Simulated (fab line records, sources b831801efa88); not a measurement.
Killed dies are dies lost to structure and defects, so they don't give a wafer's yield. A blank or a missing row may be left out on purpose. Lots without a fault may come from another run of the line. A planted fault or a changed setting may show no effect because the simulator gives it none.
fab line records | flow sky130
record lots=5 wafers=23
route steps=708 shown CAPM@544 VIA3@575 CAP2M@610 METAL4@634 VIA4@645
start_h: hours from the record's first day to the start of the lot's first wafer shown | wait_h: hours since the lot's step before | " the same as in the row above | L1.1+2: a row that stands for several wafers | - no value, or no start given | * or withheld: withheld | < > ~ a bound
route shown NAME@n: a module of which the file shows steps, and the number in the route of the first | usual: mean/standard deviation of fault-free wafers | same: alike in all rows | chamber/n: place in a boat | sites: the reading at each site | _std_site: their standard deviation | _edge_site: outer sites' mean less inner sites' | radius_mm: how far each site lies from the wafer's centre | mask NAME#n: copy n | behind: the tool/chamber that last shaped the wafer | hold: why the lot was held/for how many hours/how that ended | device: the transistor (n, p or np) that didn't switch | end of line: the same wafers' tests at the end of the route | a step without rows: its recipe alone | killed: dies lost to structure and defects at the first sort, not the wafer's yield | map: a wafer's dies, x killed, . not, _ none there
set.NAME: the setting as run; set.NAME@STEP: as run at that earlier step | model.NAME: the simulator's own value behind a step, which no gauge read
lots whose settings were changed on purpose; a table a step, a row a wafer
## steps
# step SKY_CAPM_COAT_07
# recipe resist=NOVOLAK spin_rpm=3000 resist_thk_nm=1140
# columns lot.wafer tool chamber start_h wait_h set.spin_rpm model.NOVOLAK_of_CAPM_COAT_07.thk_nm
L075.1 litho_track-01 0 885.04 0.1 3000 1140
L075.2+6 " 0 " " 2860 1166
L075.3 " 0 " " 2860 1170
L075.4 " 0 " " 3000 1141
L077.2+3+5 litho_track-02 0 906.16 0.1 3000 1142
L079.1+5 litho_track-01 0 916.44 0.1 3000 1138
L079.2 " 0 " " 3000 1141
L079.4+6 " 0 " " 3000 1143
L081.1+3 litho_track-03 0 928.58 0.1 2892 1160
L081.2 " 0 " " 2892 1161
L081.4+6 " 0 " " 3000 1140
L085.1+2+4 litho_track-01 0 943.84 0.1 3000 1139
L085.5 " 0 " " 3000 1134
L085.6 " 0 " " 3000 1137
# step SKY_CAPM_SOFTBAKE_08
# recipe temp_c=90 time_s=60 resist=NOVOLAK
# step SKY_CAPM_EXPOSE_09
# recipe mask_id=CAPM na=0.6 source_shape=conventional sigma_outer=0.6 polarization=unpolarized target_cd_nm=1000 dose_mj=159
# step SKY_CAPM_DEVELOP_11
# recipe resist=NOVOLAK developer=TMAH develop_time_s=60 dev_temp_c=23
# step SKY_CAPM_METAL_ETCH_13
# recipe target_depth_nm=220 stop_on=SiO2 chemistry=Cl2/BCl3 target=TiN pressure_mtorr=10 icp_w=900 bias_w=48.5 Cl2_flow_sccm=60 bcl3_flow_sccm=30 time_s=62.9
# columns lot.wafer tool chamber start_h wait_h set.spin_rpm@CAPM_COAT_07 model.NOVOLAK_of_CAPM_COAT_07.thk_nm
L075.1 rie_metal-04 1 896.77 0.0 3000 991.2
L075.2+6 " 0,1 " " 2860 1017
L075.3 " 0 " " 2860 1022
L075.4 " 1 " " 3000 992.1
L077.2 rie_metal-01 0 918.47 0.0 3000 993
L077.3 " 0 " " 3000 993.5
L077.5 " 0 " " 3000 994.4
L079.1 rie_metal-04 1 928.47 0.0 3000 988.5
L079.2 " 0 " " 3000 995.4
L079.4 " 0 " " 3000 997.1
L079.5 " 0 " " 3000 990.5
L079.6 " 1 " " 3000 993.3
L081.1+2 rie_metal-02 1,0 941.11 0.0 2892 1013
L081.3 " 1 " " 2892 1014
L081.4 " 0 " " 3000 991.2
L081.6 " 0 " " 3000 991.7
L085.1+4 rie_metal-04 1,0 955.92 0.0 3000 991.1
L085.2 " 0 " " 3000 991.7
L085.5 " 0 " " 3000 986.4
L085.6 " 1 " " 3000 988.4
# step SKY_CAPM_STRIP_14
# recipe chemistry=O2/N2 power_w=1400 pressure_mtorr=1500 platen_temp_c=withheld o2_flow_sccm=3000 n2_flow_sccm=300 overash_fraction=0.5
# usual strip_time_to_endpoint_s=12.65/0.05
# columns lot.wafer tool chamber start_h wait_h set.spin_rpm@CAPM_COAT_07 strip_time_to_endpoint_s
L075.1 plasma_asher-03 0 896.85 0.1 3000 12.62
L075.2 " 1 " " 2860 12.87
L075.3 " 1 " " 2860 12.93
L075.4 " 0 " " 3000 12.64
L075.6 " 0 " " 2860 12.86
L077.2 plasma_asher-01 0 918.55 0.1 3000 12.65
L077.3 " 1 " " 3000 12.64
L077.5 " 0 " " 3000 12.67
L079.1 plasma_asher-03 1 928.55 0.1 3000 12.61
L079.2 " 0 " " 3000 12.66
L079.4 " 1 " " 3000 12.70
L079.5 " 1 " " 3000 12.63
L079.6 " 0 " " 3000 12.65
L081.1 plasma_asher-01 1 941.19 0.1 2892 12.81
L081.2 " 0 " " 2892 12.82
L081.3 " 1 " " 2892 12.84
L081.4 " 0 " " 3000 12.62
L081.6 " 0 " " 3000 12.64
L085.1 plasma_asher-01 1 956.00 0.1 3000 12.62
L085.2 " 0 " " 3000 12.63
L085.4 " 0 " " 3000 12.62
L085.5 " 1 " " 3000 12.58
L085.6 " 0 " " 3000 12.60
# step SKY_VIA3_CMP_02
# recipe material=SiO2 down_force_psi=4 platen_rpm=60 pad_velocity_m_s=0.94248
# columns lot.wafer tool chamber start_h wait_h set.leave_above_ref_nm model.SiO2_of_VIA3_HDPCVD_00.thk_nm
L075.2 cmp-01 3 925.44 0.0 465 465.5
L075.3 " 0 " " 485.2 486.8
L075.4 " 1 " " 485.2 486.5
L075.1 " 2 " " 465 466.7
L075.6 " 3 " " 465 466.3
L077.3 cmp-01 1 945.01 0.0 465 465.1
L077.2+5 " 0,1 " " 465 465.4
L079.2 cmp-02 0 954.16 0.0 488.8 490.5
L079.4 " 2 " " 465 463.4
L079.1 " 3 " " 488.8 489.7
L079.6 " 0 " " 465 465.8
L079.5 " 1 " " 465 466
L081.4 cmp-02 1 967.20 0.0 440.9 442.9
L081.1 " 2 " " 440.9 439.1
L081.3 " 3 " " 440.9 440.5
L081.2 " 0 " " 465 467.2
L081.6 " 2 " " 465 463
L085.2 cmp-01 3 982.32 0.0 441.9 440.8
L085.1 " 1 " " 465 464.7
L085.4+6 " 2,0 " " 465 463.7
L085.5 " 3 " " 441.9 439.6
# step SKY_VIA3_DEVELOP_11
# recipe develop_time_s=60 resist=KrF-thick dev_temp_c=21
# columns lot.wafer tool chamber start_h wait_h set.dev_temp_c
L075.1+2+3 litho_track-04 0 - - 23.73
L075.4+6 " 0 " " 21
L077.2+3+5 litho_track-01 0 - - 21
L079.1+5+6 litho_track-01 0 - - 21
L079.2+4 " 0 " " 19.59
L081.1+6 litho_track-03 0 - - 22.59
L081.2+3+4 " 0 " " 21
L085.1+2+6 litho_track-01 0 - - 21
L085.4+5 " 0 " " 22.85
# step SKY_VIA3_ETCH_14
# recipe chemistry=N2/H2 target=BARC ion_energy_ev=204.2 source_w=500 bias_w=100 pressure_mtorr=30 n2_flow_sccm=100 h2_flow_sccm=200 stop_on=SiO2 time_s=45.9 target_depth_a=600
# step SKY_VIA3_ETCH_15
# recipe target=SiO2 chemistry=C4F8/O2/Ar target_depth_nm=507 stop_on=TiN mask_material=KrF-thick source_w=1500 bias_w=1200 pressure_mtorr=40 c4f8_flow_sccm=withheld O2_flow_sccm=6 Ar_flow_sccm=300 time_s=78
# usual oes_product_au=0.946/0.0044
# columns lot.wafer tool chamber start_h wait_h set.leave_above_ref_nm@VIA3_CMP_02 oes_product_au model.etch.depth_nm model.VIA3.feature_depth_nm
L075.1 rie_diel-03 1 950.10 0.0 465 0.940 - 466.7
L075.2 " 3 " " 465 0.943 465.5 465.5
L075.3 " 0 " " 485.2 0.969 486.8 486.8
L075.4 " 2 " " 485.2 0.969 486.5 486.5
L075.6 " 2 " " 465 0.945 - 466.2
L077.2 rie_diel-01 3 969.94 0.0 465 0.949 465.3 465.3
L077.3 " 2 " " 465 0.949 465.1 465.1
L077.5 " 3 " " 465 0.948 465.4 465.4
L079.1 rie_diel-01 3 977.79 0.0 488.8 0.974 - 489.7
L079.2 " 0 " " 488.8 0.974 - 490.5
L079.4 " 1 " " 465 0.943 - 463.3
L079.5 " 2 " " 465 0.944 466 466
L079.6 " 3 " " 465 0.945 465.7 465.7
L081.1 rie_diel-01 2 991.07 0.0 440.9 0.914 439.1 439.1
L081.2 " 3 " " 465 0.944 - 467.2
L081.3 " 1 " " 440.9 0.912 - 440.5
L081.4 " 0 " " 440.9 0.922 - 442.9
L081.6 " 2 " " 465 0.947 463 463
L085.1 rie_diel-04 1 1005.14 0.0 465 0.939 - 464.7
L085.2 " 0 " " 441.9 0.924 440.8 440.8
L085.4 " 3 " " 465 0.939 - 463.6
L085.5 " 3 " " 441.9 0.921 439.6 439.6
L085.6 " 0 " " 465 0.942 - 463.7
# step SKY_VIA3_STRIP_16
# recipe chemistry=O2/N2 power_w=1400 pressure_mtorr=1500 platen_temp_c=withheld o2_flow_sccm=3000 n2_flow_sccm=300 overash_fraction=0.5
# usual strip_time_to_endpoint_s=4.120/0.027
# columns lot.wafer tool chamber start_h wait_h set.pressure_mtorr strip_time_to_endpoint_s
L075.1 plasma_asher-03 0 950.16 0.0 1430 4.193
L075.2 " 1 " " 1430 4.189
L075.3 " 1 " " 1430 4.134
L075.4 " 0 " " 1430 4.175
L075.6 " 1 " " 1430 4.177
L077.2 plasma_asher-02 0 970.00 0.0 1500 4.096
L077.3 " 1 " " 1500 4.133
L077.5 " 0 " " 1500 4.103
L079.1 plasma_asher-02 1 977.85 0.0 1611 4.071
L079.2 " 0 " " 1611 4.087
L079.4 " 0 " " 1611 4.079
L079.5 " 0 " " 1611 4.102
L079.6 " 1 " " 1611 4.079
L081.1 plasma_asher-03 1 991.13 0.0 1330 4.289
L081.2 " 0 " " 1330 4.266
L081.3 " 1 " " 1330 4.247
L081.4 " 0 " " 1330 4.261
L081.6 " 0 " " 1330 4.300
L085.1 plasma_asher-04 1 1005.20 0.0 1651 4.054
L085.2 " 0 " " 1651 4.094
L085.4 " 0 " " 1651 4.054
L085.5 " 1 " " 1651 4.071
L085.6 " 0 " " 1651 4.062
# step SKY_CAP2M_COAT_07
# recipe resist=NOVOLAK spin_rpm=3000 resist_thk_nm=1140
# columns lot.wafer tool chamber start_h wait_h set.spin_rpm model.NOVOLAK_of_CAP2M_COAT_07.thk_nm
L075.1 litho_track-04 0 964.41 0.1 3000 1144
L075.2 " 0 " " 3000 1139
L075.3+6 " 0 " " 3000 1141
L075.4 " 0 " " 3000 1136
L077.2 litho_track-04 0 983.13 0.1 3000 1137
L077.3 " 0 " " 3000 1140
L077.5 " 0 " " 3000 1139
L079.1+2 litho_track-02 0 991.28 0.1 3118 1118
L079.4 " 0 " " 3000 1138
L079.5 " 0 " " 3000 1139
L079.6 " 0 " " 3118 1116
L081.1+4 litho_track-02 0 1004.28 0.1 3000 1145
L081.2 " 0 " " 3092 1127
L081.3 " 0 " " 3092 1128
L081.6 " 0 " " 3092 1129
L085.1 litho_track-02 0 1017.93 0.1 2908 1150
L085.2 " 0 " " 2908 1153
L085.4 " 0 " " 2908 1156
L085.5 " 0 " " 3000 1136
L085.6 " 0 " " 3000 1137
# step SKY_CAP2M_SOFTBAKE_08
# recipe temp_c=90 time_s=60 resist=NOVOLAK
# step SKY_CAP2M_EXPOSE_09
# recipe mask_id=CAP2M na=0.6 source_shape=conventional sigma_outer=0.6 polarization=unpolarized target_cd_nm=1000 dose_mj=159
# step SKY_CAP2M_DEVELOP_11
# recipe resist=NOVOLAK developer=TMAH develop_time_s=60 dev_temp_c=22.54
# step SKY_CAP2M_METAL_ETCH_13
# recipe target_depth_nm=220 stop_on=SiO2 chemistry=Cl2/BCl3 target=TiN pressure_mtorr=10 icp_w=900 bias_w=48.5 Cl2_flow_sccm=60 bcl3_flow_sccm=30 time_s=62.9
# columns lot.wafer tool chamber start_h wait_h set.spin_rpm@CAP2M_COAT_07 model.NOVOLAK_of_CAP2M_COAT_07.thk_nm
L075.1 rie_metal-04 1 975.42 0.0 3000 995.5
L075.2 " 1 " " 3000 991.7
L075.3 " 1 " " 3000 992.9
L075.4 " 1 " " 3000 988
L075.6 " 1 " " 3000 994.3
L077.2 rie_metal-03 0 994.47 0.0 3000 992.6
L077.3 " 1 " " 3000 991.8
L077.5 " 1 " " 3000 990.2
L079.1 rie_metal-04 1 1002.12 0.0 3118 970.8
L079.2 " 0 " " 3118 967.7
L079.4 " 0 " " 3000 988.2
L079.5 " 0 " " 3000 989.9
L079.6 " 1 " " 3118 968.6
L081.1 rie_metal-03 1 1016.17 0.0 3000 995.8
L081.2 " 0 " " 3092 980.1
L081.3 " 1 " " 3092 978.1
L081.4 " 0 " " 3000 998.9
L081.6 " 0 " " 3092 982.1
L085.1 rie_metal-04 0 1029.47 0.0 2908 999.5
L085.2 " 1 " " 2908 1003
L085.4 " 1 " " 2908 1006
L085.5 " 1 " " 3000 986.6
L085.6 " 0 " " 3000 986.4
# step SKY_CAP2M_STRIP_14
# recipe chemistry=O2/N2 power_w=1400 pressure_mtorr=1500 platen_temp_c=withheld o2_flow_sccm=3000 n2_flow_sccm=300 overash_fraction=0.5
# usual strip_time_to_endpoint_s=12.63/0.045
# columns lot.wafer tool chamber start_h wait_h set.spin_rpm@CAP2M_COAT_07 strip_time_to_endpoint_s
L075.1 plasma_asher-01 0 975.57 0.1 3000 12.67
L075.2 " 1 " " 3000 12.63
L075.3 " 0 " " 3000 12.65
L075.4 " 1 " " 3000 12.57
L075.6 " 1 " " 3000 12.67
L077.2 plasma_asher-02 0 994.55 0.1 3000 12.63
L077.3 " 1 " " 3000 12.62
L077.5 " 0 " " 3000 12.61
L079.1 plasma_asher-01 0 1002.20 0.1 3118 12.39
L079.2 " 1 " " 3118 12.36
L079.4 " 1 " " 3000 12.60
L079.5 " 0 " " 3000 12.61
L079.6 " 1 " " 3118 12.36
L081.1 plasma_asher-01 1 1016.25 0.1 3000 12.67
L081.2 " 0 " " 3092 12.51
L081.3 " 0 " " 3092 12.49
L081.4 " 1 " " 3000 12.71
L081.6 " 0 " " 3092 12.52
L085.1 plasma_asher-02 1 1029.55 0.1 2908 12.74
L085.2 " 0 " " 2908 12.76
L085.4 " 1 " " 2908 12.81
L085.5 " 0 " " 3000 12.58
L085.6 " 1 " " 3000 12.59
# step SKY_METAL4_METAL_ETCH_18
# recipe target_depth_a=8450 stop_on=SiO2 over_etch_frac=0.3 time_s=183.1 chemistry=Cl2/BCl3 resist_sidewall_deg=88 pressure_mtorr=10 icp_w=900 bias_w=48.5 Cl2_flow_sccm=60 bcl3_flow_sccm=30
# columns lot.wafer tool chamber start_h wait_h set.time_s model.KrF-thick_of_METAL4_COAT_08.thk_nm
L075.1 rie_metal-01 0 999.79 0.0 183.1 521.3
L075.2 " 0 " " 199.7 465.2
L075.3 " 0 " " 199.7 471.2
L075.4 " 0 " " 183.1 523
L075.6 " 0 " " 199.7 470.4
L077.2 rie_metal-01 1 1017.65 0.1 183.1 528.1
L077.3 " 1 " " 183.1 519.1
L077.5 " 1 " " 183.1 517.7
L079.1 rie_metal-04 0 1025.67 0.0 183.1 516.2
L079.2 " 1 " " 204.5 460.5
L079.4 " 0 " " 183.1 509.4
L079.5 " 1 " " 183.1 520.7
L079.6 " 0 " " 204.5 454.4
L081.1 rie_metal-03 0 1039.74 0.0 197 494.6
L081.2 " 1 " " 183.1 509.1
L081.3 " 0 " " 197 497.4
L081.4 " 1 " " 183.1 515.8
L081.6 " 0 " " 197 500.2
L085.1 rie_metal-03 0 1053.01 0.0 190.9 519.4
L085.2 " 1 " " 183.1 523.7
L085.4 " 1 " " 183.1 523.8
L085.5 " 1 " " 190.9 497.7
L085.6 " 0 " " 190.9 520.1
# step SKY_METAL4_STRIP_19
# recipe chemistry=O2/N2 power_w=1400 pressure_mtorr=1500 platen_temp_c=withheld o2_flow_sccm=3000 n2_flow_sccm=300 overash_fraction=0.5
# usual strip_time_to_endpoint_s=6.49/0.097
# columns lot.wafer tool chamber start_h wait_h set.time_s@METAL4_METAL_ETCH_18 strip_time_to_endpoint_s
L075.1 plasma_asher-01 1 1000.27 0.4 183.1 6.47
L075.2 " 0 " " 199.7 5.94
L075.3 " 0 " " 199.7 5.97
L075.4 " 1 " " 183.1 6.51
L075.6 " 0 " " 199.7 5.97
L077.2 plasma_asher-01 1 1017.94 0.2 183.1 6.55
L077.3 " 1 " " 183.1 6.47
L077.5 " 1 " " 183.1 6.44
L079.1 plasma_asher-02 0 1025.85 0.1 183.1 6.42
L079.2 " 1 " " 204.5 5.87
L079.4 " 1 " " 183.1 6.37
L079.5 " 0 " " 183.1 6.47
L079.6 " 1 " " 204.5 5.81
L081.1 plasma_asher-02 0 1039.92 0.1 197 6.21
L081.2 " 1 " " 183.1 6.36
L081.3 " 0 " " 197 6.24
L081.4 " 1 " " 183.1 6.40
L081.6 " 0 " " 197 6.26
L085.1 plasma_asher-02 0 1053.19 0.1 190.9 6.45
L085.2 " 1 " " 183.1 6.50
L085.4 " 1 " " 183.1 6.51
L085.5 " 1 " " 190.9 6.24
L085.6 " 0 " " 190.9 6.46
# step SKY_VIA4_COAT_06
# recipe resist=NOVOLAK spin_rpm=3000 resist_thk_nm=1140
# columns lot.wafer tool chamber start_h wait_h set.spin_rpm model.NOVOLAK_of_VIA4_COAT_06.thk_nm
L075.1 litho_track-03 0 1012.83 0.1 3000 1140
L075.2+3 " 0 " " 3114 1117
L075.4 " 0 " " 3114 1116
L075.6 " 0 " " 3000 1135
L077.2+3 litho_track-03 0 1031.05 0.1 3000 1140
L077.5 " 0 " " 3000 1143
L079.1 litho_track-02 0 1038.78 0.1 3211 1100
L079.2 " 0 " " 3211 1102
L079.4 " 0 " " 3000 1142
L079.5 " 0 " " 3000 1138
L079.6 " 0 " " 3000 1141
L081.1 litho_track-03 0 1051.93 0.1 2852 1165
L081.2+6 " 0 " " 2852 1167
L081.3 " 0 " " 3000 1141
L081.4 " 0 " " 3000 1138
L085.1 litho_track-04 0 1065.11 0.1 3200 1101
L085.2 " 0 " " 3000 1138
L085.4 " 0 " " 3000 1140
L085.5 " 0 " " 3000 1137
L085.6 " 0 " " 3200 1100
# step SKY_VIA4_SOFTBAKE_07
# recipe temp_c=90 time_s=60 resist=NOVOLAK
# step SKY_VIA4_EXPOSE_08
# recipe mask_id=VIM4 na=0.6 source_shape=conventional sigma_outer=0.6 polarization=unpolarized target_cd_nm=800 dose_mj=132
# step SKY_VIA4_DEVELOP_10
# recipe resist=NOVOLAK developer=TMAH develop_time_s=60 dev_temp_c=23
# step SKY_VIA4_ETCH_12
# recipe target=SiO2 chemistry=C4F8/O2/Ar stop_on=TiN mask_material=NOVOLAK source_w=1500 bias_w=1200 pressure_mtorr=40 c4f8_flow_sccm=withheld O2_flow_sccm=6 Ar_flow_sccm=300 time_s=withheld target_depth_a=5800
# columns lot.wafer tool chamber start_h wait_h set.spin_rpm@VIA4_COAT_06 model.NOVOLAK_of_VIA4_COAT_06.thk_nm
L075.1 rie_diel-04 3 1023.27 0.0 3000 1008
L075.2 " 2 " " 3114 984.3
L075.3 " 0 " " 3114 985.1
L075.4 " 1 " " 3114 982
L075.6 " 3 " " 3000 1002
L077.2 rie_diel-04 3 1042.32 0.0 3000 1006
L077.3 " 2 " " 3000 1007
L077.5 " 2 " " 3000 1010
L079.1 rie_diel-02 2 1050.09 0.0 3211 969.4
L079.2 " 1 " " 3211 971.9
L079.4 " 0 " " 3000 1011
L079.5 " 3 " " 3000 1003
L079.6 " 2 " " 3000 1009
L081.1 rie_diel-04 0 1063.37 0.0 2852 1035
L081.2 " 1 " " 2852 1033
L081.3 " 2 " " 3000 1007
L081.4 " 3 " " 3000 1005
L081.6 " 0 " " 2852 1036
L085.1 rie_diel-03 2 1075.87 0.0 3200 970.6
L085.2+5 " 0,3 " " 3000 1004
L085.4 " 1 " " 3000 1009
L085.6 " 0 " " 3200 966
# step SKY_VIA4_STRIP_13
# recipe chemistry=O2/N2 power_w=1400 pressure_mtorr=1500 platen_temp_c=withheld o2_flow_sccm=3000 n2_flow_sccm=300 overash_fraction=0.5
# usual strip_time_to_endpoint_s=12.797/0.024
# columns lot.wafer tool chamber start_h wait_h set.spin_rpm@VIA4_COAT_06 strip_time_to_endpoint_s
L075.1 plasma_asher-04 1 1023.34 - 3000 12.768
L075.2 " 0 " " 3114 12.572
L075.3 " 0 " " 3114 12.569
L075.4 " 1 " " 3114 12.528
L075.6 " 0 " " 3000 12.760
L077.2 plasma_asher-01 0 1042.39 - 3000 12.800
L077.3 " 1 " " 3000 12.824
L077.5 " 1 " " 3000 12.802
L079.1 plasma_asher-03 0 1050.17 - 3211 12.374
L079.2 " 1 " " 3211 12.401
L079.4 " 1 " " 3000 12.781
L079.5 " 0 " " 3000 12.778
L079.6 " 1 " " 3000 12.791
L081.1 plasma_asher-04 0 1063.44 - 2852 13.082
L081.2 " 1 " " 2852 13.069
L081.3 " 0 " " 3000 12.819
L081.4 " 1 " " 3000 12.802
L081.6 " 1 " " 2852 13.104
L085.1 plasma_asher-03 0 1075.94 - 3200 12.403
L085.2 " 1 " " 3000 12.799
L085.4 " 1 " " 3000 12.785
L085.5 " 0 " " 3000 12.796
L085.6 " 1 " " 3200 12.353
# step SKY_VIA4_SPUTTER_17
# recipe material=TiN target_thk_nm=20 chamber_pressure_pa=5 power_w=4000 time_s=80
# columns lot.wafer tool chamber start_h wait_h set.power_w model.TiN_of_VIA4_SPUTTER_17.thk_nm
L075.1 pvd_sputter-04 - 1024.28 0.0 3652 18.56
L075.2 " - " " 3652 18.88
L075.3 " - " " 4000 20.42
L075.4 " - " " 3652 18.67
L075.6 " - " " 4000 20.5
L077.2 pvd_sputter-03 - 1043.00 0.0 4000 19.44
L077.3 " - " " 4000 20.04
L077.5 " - " " 4000 19.97
L079.1 pvd_sputter-03 - 1050.76 0.0 3657 18.43
L079.2 " - " " 3657 18.26
L079.4 " - " " 4000 19.9
L079.5 " - " " 4000 20.21
L079.6 " - " " 3657 18.59
L081.1 pvd_sputter-03 - 1064.05 0.0 3558 17.6
L081.2 " - " " 3558 17.44
L081.3 " - " " 4000 19.4
L081.4 " - " " 4000 19.83
L081.6 " - " " 4000 19.63
L085.1 pvd_sputter-02 - 1076.57 0.0 4395 21.89
L085.2 " - " " 4395 21.8
L085.4 " - " " 4000 20.04
L085.5 " - " " 4000 20
L085.6 " - " " 4395 21.73
## key
split step=SKY_CAPM_COAT_07 setting=spin_rpm stated=3000 by=wafer
response step=SKY_CAPM_COAT_07 reading=model.NOVOLAK_of_CAPM_COAT_07.thk_nm change=-5.77 per=1% r=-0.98
response step=SKY_CAPM_METAL_ETCH_13 reading=model.NOVOLAK_of_CAPM_COAT_07.thk_nm change=-5.9 per=1% r=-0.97
response step=SKY_CAPM_STRIP_14 reading=strip_time_to_endpoint_s change=* per=1% r=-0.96
split step=SKY_VIA3_CMP_02 setting=leave_above_ref_nm stated=465 by=wafer
response step=SKY_VIA3_CMP_02 reading=model.SiO2_of_VIA3_HDPCVD_00.thk_nm change=+4.78 per=1% r=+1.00
response step=SKY_VIA3_ETCH_15 reading=oes_product_au change=+0.00521 per=1% r=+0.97
response step=SKY_VIA3_ETCH_15 reading=model.etch.depth_nm change=+4.74 per=1% r=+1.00
response step=SKY_VIA3_ETCH_15 reading=model.VIA3.feature_depth_nm change=+4.78 per=1% r=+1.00
split step=SKY_VIA3_DEVELOP_11 setting=dev_temp_c stated=21 by=wafer
response none clear
split step=SKY_VIA3_STRIP_16 setting=pressure_mtorr stated=1500 by=lot
response step=SKY_VIA3_STRIP_16 reading=strip_time_to_endpoint_s change=* per=1% r=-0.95
split step=SKY_CAP2M_COAT_07 setting=spin_rpm stated=3000 by=wafer
response step=SKY_CAP2M_COAT_07 reading=model.NOVOLAK_of_CAP2M_COAT_07.thk_nm change=-5.45 per=1% r=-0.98
response step=SKY_CAP2M_METAL_ETCH_13 reading=model.NOVOLAK_of_CAP2M_COAT_07.thk_nm change=-5.31 per=1% r=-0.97
response step=SKY_CAP2M_STRIP_14 reading=strip_time_to_endpoint_s change=* per=1% r=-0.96
split step=SKY_METAL4_METAL_ETCH_18 setting=time_s stated=183.1 by=wafer
response step=SKY_METAL4_METAL_ETCH_18 reading=model.KrF-thick_of_METAL4_COAT_08.thk_nm change=-4.49 per=1% r=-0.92
response step=SKY_METAL4_STRIP_19 reading=strip_time_to_endpoint_s change=* per=1% r=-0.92
split step=SKY_VIA4_COAT_06 setting=spin_rpm stated=3000 by=wafer
response step=SKY_VIA4_COAT_06 reading=model.NOVOLAK_of_VIA4_COAT_06.thk_nm change=-5.56 per=1% r=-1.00
response step=SKY_VIA4_ETCH_12 reading=model.NOVOLAK_of_VIA4_COAT_06.thk_nm change=-5.51 per=1% r=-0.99
response step=SKY_VIA4_STRIP_13 reading=strip_time_to_endpoint_s change=* per=1% r=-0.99
split step=SKY_VIA4_SPUTTER_17 setting=power_w stated=4000 by=wafer
response step=SKY_VIA4_SPUTTER_17 reading=model.TiN_of_VIA4_SPUTTER_17.thk_nm change=+0.19 per=1% r=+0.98
